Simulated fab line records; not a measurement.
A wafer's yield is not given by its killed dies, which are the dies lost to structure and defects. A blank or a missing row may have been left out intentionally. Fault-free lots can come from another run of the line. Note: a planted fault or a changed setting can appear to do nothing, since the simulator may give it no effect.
Matching of chambers -- flow sky130 -- pecvd-01 running SKY_PASSIVATION_CVD_00: 3 sister chambers
The step deposits SiO2, target thk 90 nm. 22 wafers are shown with their chamber, then 11 later ones without.

== WAFERS WITH THEIR CHAMBER ==
wafer,chamber,heaterPowerW (W),rfFwdPowerW (W),susceptorTempC (C)
L075.2,2,799,585,399.76
L075.4,2,815,585,400.06
L075.6,0,509,587,399.91
L077.1,0,614,584,400.39
L077.2,1,490,591,399.82
L077.4,1,480,591,399.97
L078.1,1,477,592,400.06
L078.4,0,628,582,399.86
L078.6,2,754,586,399.92
L079.1,1,492,586,399.37
L079.2,0,622,584,400.05
L079.6,0,643,585,399.91
L080.1,2,780,588,400.05
L080.3,0,600,587,399.70
L080.5,0,629,584,400.14
L081.2,1,491,589,399.81
L081.5,0,570,585,399.95
L081.6,1,495,590,399.65
L082.1,0,610,580,399.83
L082.2,2,685,589,399.79
L082.5,1,505,590,400.10
L085.1,2,791,588,399.40

SIGNATURES (means of the wafers above)
reading,chamber 0,chamber 1,chamber 2,scatter within a chamber
heaterPowerW,602.78,490.00,770.67,36.1
rfFwdPowerW,584.22,589.86,586.83,2.02
susceptorTempC,399.9711,399.8257,399.8300,0.231
Rule: a wafer lies at a distance from a chamber equal to the root of the sum of squares, over the readings, of (its reading less the chamber's mean, divided by the reading's scatter). If the next closest chamber is less than 2 further off than the closest, the wafer can't be placed; otherwise it belongs to the closest. The scatter: take each reading less its chamber's mean, square it, sum over the shown wafers, divide by the number of wafers less the number of chambers, and take the root.

== WAFERS WITHOUT THEIR CHAMBER ==
wafer,heaterPowerW (W),rfFwdPowerW (W),susceptorTempC (C)
L085.2,553,587,399.48
L085.4,544,582,399.28
L089.2,563,587,399.62
L089.3,430,592,399.71
L089.6,717,589,400.47
L092.3,469,592,400.05
L092.5,791,586,399.93
L092.6,483,590,400.03
L096.2,453,589,400.07
L096.5,595,582,399.95
L096.6,462,592,399.96

== EACH ONE'S CHAMBER ==
wafer,from the rows above,in truth
L085.2,can't be placed: 1 or 0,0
L085.4,can't be placed: 0 or 1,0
L089.2,can't be placed: 0 or 1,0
L089.3,1,1
L089.6,can't be placed: 2 or 0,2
L092.3,1,1
L092.5,2,2
L092.6,1,1
L096.2,1,1
L096.5,0,0
L096.6,1,1
7 of 11 placed correctly. Unplaceable from these rows: 4, with the true chamber sitting among the candidates in 4. Number placed wrongly: 0.
